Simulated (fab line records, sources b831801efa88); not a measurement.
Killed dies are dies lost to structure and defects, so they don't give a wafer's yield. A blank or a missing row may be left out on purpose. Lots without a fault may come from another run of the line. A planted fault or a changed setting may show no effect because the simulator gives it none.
Which tool did it? | flow sky130 | 11 lots, 33 wafers sampled, at 3 steps of a route of 708

WHAT THE GAUGES READ, wafer by wafer
SKY_VIA3_THK_MEAS_01. Usual: VIA3_HDPCVD_THK 1634 nm, standard deviation 19.
lot  | measured     | on            | VIA3_HDPCVD_THK (nm) | flag
L408 | day 38 13:31 | film_metro-02 | 1631 1656 1633       |
L410 | day 39 05:26 | film_metro-03 | 1644 1636 1646       |
L411 | day 39 07:40 | film_metro-01 | 1613 1644 1655       |
L412 | day 40 10:01 | film_metro-02 | 1607 1664 1645       |
L417 | day 41 13:01 | film_metro-01 | 1622                 |
L425 | day 43 18:49 | film_metro-01 | 1608 1628 1639       |
L426 | day 43 22:27 | film_metro-03 | 1643 1668 1654       |
L427 | day 44 01:49 | film_metro-01 | 1641 1613 1663       |
L429 | day 44 09:08 | film_metro-02 | 1616 1622 1641       |
L430 | day 45 01:48 | film_metro-03 | 1647 1651 1650       |
L431 | day 45 05:18 | film_metro-02 | 1659 1687 1650       |

WHICH TOOL RAN EACH LOT (tool, then ch and the chambers of the sampled wafers, then the start)
lot  | SKY_METAL3_METAL_ETCH_18          | SKY_METAL3_STRIP_19
L408 | rie_metal-01 ch 0,1, day 38 12:34 | plasma_asher-02 ch 0,1, day 38 12:44
L410 | rie_metal-03 ch 0,1, day 39 04:26 | plasma_asher-04 ch 0,1, day 39 04:38
L411 | rie_metal-03 ch 0,1, day 39 06:41 | plasma_asher-03 ch 0,1, day 39 06:53
L412 | rie_metal-02 ch 0,1, day 40 09:05 | plasma_asher-03 ch 0,1, day 40 09:14
L417 | rie_metal-02 ch 0,1, day 41 12:07 | plasma_asher-03 ch 0,1, day 41 12:17
L425 | rie_metal-01 ch 0,1, day 43 17:55 | plasma_asher-02 ch 0,1, day 43 18:04
L426 | rie_metal-03 ch 0,1, day 43 21:31 | plasma_asher-03 ch 0,1, day 43 21:41
L427 | rie_metal-03 ch 0,1, day 44 00:52 | plasma_asher-02 ch 0, day 44 01:02
L429 | rie_metal-03 ch 0,1, day 44 08:02 | plasma_asher-03 ch 0,1, day 44 08:13
L430 | rie_metal-02 ch 0,1, day 45 00:49 | plasma_asher-03 ch 0,1, day 45 00:59
L431 | rie_metal-03 ch 0,1, day 45 04:22 | plasma_asher-03 ch 0,1, day 45 04:32
- SKY_METAL3_METAL_ETCH_18: etches the open film in Cl2/BCl3, stops on SiO2, target depth 845 nm, time 183.1 s.
- SKY_METAL3_STRIP_19: strips in O2/N2.

WHAT THE TOOLS THEMSELVES READ (means of the sampled wafers that have a number; where no wafer has one, the mark that the record gives instead)
SKY_METAL3_METAL_ETCH_18. Usual: drypump_motor_current_A 6.3 A, standard deviation 0.39; oes_product_au 0.865 a.u., standard deviation 0.0062; throttle_valve_pct 22.265 %, standard deviation 0.0088.
lot  | tool         | drypump_motor_current_A (A) | oes_product_au (a.u.) | throttle_valve_pct (%) | flag
L408 | rie_metal-01 | 6.0                         | 0.872                 | 22.268                 |
L410 | rie_metal-03 | 6.4                         | 0.867                 | 22.260                 |
L411 | rie_metal-03 | 6.1                         | 0.869                 | 22.261                 |
L412 | rie_metal-02 | 6.5                         | 0.867                 | 22.263                 |
L417 | rie_metal-02 | 6.5                         | 0.823                 | 22.260                 | OFF
L425 | rie_metal-01 | 6.1                         | 0.865                 | 22.260                 |
L426 | rie_metal-03 | 6.0                         | 0.862                 | 22.264                 |
L427 | rie_metal-03 | 6.4                         | 0.867                 | 22.270                 |
L429 | rie_metal-03 | 6.0                         | 0.864                 | 22.266                 |
L430 | rie_metal-02 | 6.5                         | 0.867                 | 22.272                 |
L431 | rie_metal-03 | 6.1                         | 0.863                 | 22.268                 |

SKY_METAL3_STRIP_19. Usual: drypump_motor_current_A 5.7 A, standard deviation 0.47; oes_product_au 0.501 a.u., standard deviation 0.0069; strip_time_to_endpoint_s 6.50 s, standard deviation 0.11.
lot  | tool            | drypump_motor_current_A (A) | oes_product_au (a.u.) | strip_time_to_endpoint_s (s) | flag
L408 | plasma_asher-02 | 5.1                         | 0.500                 | 6.52                         |
L410 | plasma_asher-04 | 5.7                         | 0.500                 | 6.55                         |
L411 | plasma_asher-03 | 6.1                         | 0.502                 | 6.59                         |
L412 | plasma_asher-03 | 6.1                         | 0.501                 | 6.44                         |
L417 | plasma_asher-03 | 5.7                         | 0.553                 | 7.66                         | OFF
L425 | plasma_asher-02 | 5.4                         | 0.501                 | 6.50                         |
L426 | plasma_asher-03 | 5.7                         | 0.506                 | 6.61                         |
L427 | plasma_asher-02 | 4.9                         | 0.502                 | 6.59                         |
L429 | plasma_asher-03 | 6.1                         | 0.502                 | 6.54                         |
L430 | plasma_asher-03 | 5.7                         | 0.498                 | 6.50                         |
L431 | plasma_asher-03 | 5.7                         | 0.510                 | 6.61                         |

THE ANSWER, worked out from the rows above alone
Rule: a lot is off if the mean of its wafers that have a number lies more than 3 standard deviations from the usual mean. A lot without any number at a reading at which 4 lots or more have one is off too. The other lots that the step has rows for count as sound. The gauges are gone through in route order, then the tools' own readings, and for those a lot's mean is taken as printed above. The first step at which some lot is off is used, and at that step the reading that is off furthest; a lot without a number counts as furthest.
Off: L417, at SKY_METAL3_METAL_ETCH_18 (oes_product_au).
A tool fits if, at that step or a process step before it, it ran every lot that is off, and no sound lot after the first of them. None of those tried fits.

WHAT THE SIMULATOR HAD PUT IN
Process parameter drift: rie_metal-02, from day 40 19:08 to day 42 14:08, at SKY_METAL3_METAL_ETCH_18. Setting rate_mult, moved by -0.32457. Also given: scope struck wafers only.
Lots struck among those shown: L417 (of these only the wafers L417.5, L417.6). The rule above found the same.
